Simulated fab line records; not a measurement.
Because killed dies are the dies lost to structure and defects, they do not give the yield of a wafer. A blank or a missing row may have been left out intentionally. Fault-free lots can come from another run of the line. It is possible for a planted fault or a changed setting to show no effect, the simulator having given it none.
Comparing a struck lot with a sound one ; flow sky130 ; 17 steps out of a route of 708
Sound: these wafers, L564.3, L564.5, L564.6. The struck wafers were L580.1, L580.2, L580.4. At the end, the cause is stated.
Per side, at each step with rows, come the tool, then ch with its chambers, and then its first start. Under that, the readings that differ: sound wafers ; struck wafers ; difference of the means ; sigmas: that difference in standard deviations of wafers without a fault.
alike: a reading whose means differ by less than 2 such deviations, as well as words and numbers matching on both sides. not compared: withheld readings; readings where some wafer has no value; bounds like >300 that might hide an equal value; numbers whose values overlap and for which the record gives no deviation.
Wherever a step has rows on one side only, a row that says differs or no value, or a row with sigmas, the two part there. Numbers that have no deviation but don't overlap get no sigmas and don't part them. Lack of a reading on every wafer of one side parts them only where that side has two or more wafers.

first, 1 step without rows for these wafers: SKY_VT_ADJUST_LVTN_IMPLANT_19.
SKY_VT_ADJUST_LVTN_STRIP_20: strips in O2/N2.
  sound on plasma asher-01 ch 0,1, day 8 15:59; struck on plasma asher-02 ch 0,1, day 12 16:20
reading;sound;struck;difference;sigmas
drypump motor current A (A);5.48 5.47 5.44;5.82 5.83 5.83;+0.36;+2
strip time to endpoint s (s);14.18 14.24 14.19;14.06 14.11 14.14;-0.10;-2
  alike: oes product au
  not compared: rf hours counter h
SKY_VT_ADJUST_LVTN_TW_MEAS_21:
  sound on film metro-01, day 8 16:04; struck on film metro-03, day 12 16:26
reading;sound;struck;difference;sigmas
VT_ADJUST_LVTN_2_TW;190.0 189.8 190.4;185.8 184.8 184.4;-5.1;-3
then, 7 steps without rows for these wafers: SKY_VT_ADJUST_NCORE_DEHYDRATE_00 (time 60 s); SKY_VT_ADJUST_NCORE_HMDS_01 (prime time 60 s); SKY_VT_ADJUST_NCORE_COAT_02 (resist thk 1140 nm); SKY_VT_ADJUST_NCORE_SOFTBAKE_03 (time 60 s); SKY_VT_ADJUST_NCORE_EXPOSE_04 (exposes mask LVTN COMPLEMENT THIN, target cd 380 nm); SKY_VT_ADJUST_NCORE_PEB_05; SKY_VT_ADJUST_NCORE_DEVELOP_06 (develop time 60 s).
SKY_VT_ADJUST_NCORE_CD_MEAS_07: the cd target is 380 nm.
  sound on cd sem-02, day 9 12:10; struck on cd sem-01, day 13 17:17
  alike: cd nm
SKY_VT_ADJUST_NCORE_OVL_MEAS_08:
  sound on overlay-01, day 9 12:16; struck on overlay-02, day 13 17:24
  alike: VT_ADJUST_NCORE_OVL
SKY_VT_ADJUST_NCORE_IMPLANT_09:
  sound on implanter-03 ch 0, day 9 12:20; struck on implanter-03 ch 0, day 13 17:26
reading;sound;struck;difference;sigmas
beam on s (s);10.17 10.13 9.88;12.63 12.71 12.27;+2.48;+12
end station pressure torr (Torr);5.05e-06 4.9e-06 5.03e-06;0.00010844 0.00011553 0.0001117;+0.00010690;+99 or more
faraday current uA;13.29 13.33 13.74;10.80 10.77 11.12;-2.56;-9
SKY_VT_ADJUST_NCORE_STRIP_10: strips in O2/N2.
  sound on plasma asher-02 ch 0,1, day 9 12:28; struck on plasma asher-03 ch 0,1, day 13 17:35
  alike: drypump motor current A, oes product au, strip time to endpoint s
  not compared: rf hours counter h
SKY_VT_ADJUST_NCORE_TW_MEAS_11:
  sound on film metro-01, day 9 12:34; struck on film metro-04, day 13 17:41
reading;sound;struck;difference;sigmas
VT_ADJUST_NCORE_TW;220.7 220.9 220.3;233.8 233.6 234.0;+13.2;+10
then, 1 step without rows for these wafers: SKY_VT_ADJUST_HVTR_DEHYDRATE_00 (time 60 s).
-- record jumps: 36 days separate the struck wafers' starts on either side; left off in module VT_ADJUST_HVTR, taken up again in module PAD_OPEN, whose first shown step is the route's number 708 --
SKY_PAD_OPEN_PROBE_99:
  sound on prober-02, day 46 18:01; struck on prober-02, day 50 00:49
reading;sound;struck;difference;sigmas
model.etest.nfet_16v.r on ohm um;1.407e+04 1.415e+04 1.426e+04;1.507e+04 1.519e+04 1.505e+04;+9.433e+02;
model.etest.pfet_16v.r on ohm um;1.548e+04 1.528e+04 1.515e+04;1.468e+04 1.481e+04 1.484e+04;-5.267e+02;
model.etest.pfet g5v0d10v5.r on ohm um;4796 4767 4843;4500 4601 4532;-258;
model.etest.tip p.rs ohm sq;6867 6829 6815;6793 6750 6814;-51;
model.etest.res pwell under gate.rs ohm sq;2276 2287 2279;2204 2215 2222;-67;
model.etest.nfet g5v0d10v5.r on ohm um;1860 1842 1894;1953 1956 1939;+84;
model.etest.tip_p_5v.rs ohm sq;2918 2904 2924;2829 2818 2841;-86;
  alike: killed_at_M0_to_M3, killed_at_M4_up, killed at contacts, killed at front end, killed at other, killed dies, killed open, killed short
  not compared: model.etest.pfet_01v8.r on ohm um

## WHERE THEY PART
Last at SKY_VT_ADJUST_NCORE_TW_MEAS_11 as far as this record goes, first at SKY_VT_ADJUST_LVTN_STRIP_20. Later steps at which nothing parts them and some readings are alike: SKY_PAD_OPEN_PROBE_99.

WHY: what had been put in by the simulator
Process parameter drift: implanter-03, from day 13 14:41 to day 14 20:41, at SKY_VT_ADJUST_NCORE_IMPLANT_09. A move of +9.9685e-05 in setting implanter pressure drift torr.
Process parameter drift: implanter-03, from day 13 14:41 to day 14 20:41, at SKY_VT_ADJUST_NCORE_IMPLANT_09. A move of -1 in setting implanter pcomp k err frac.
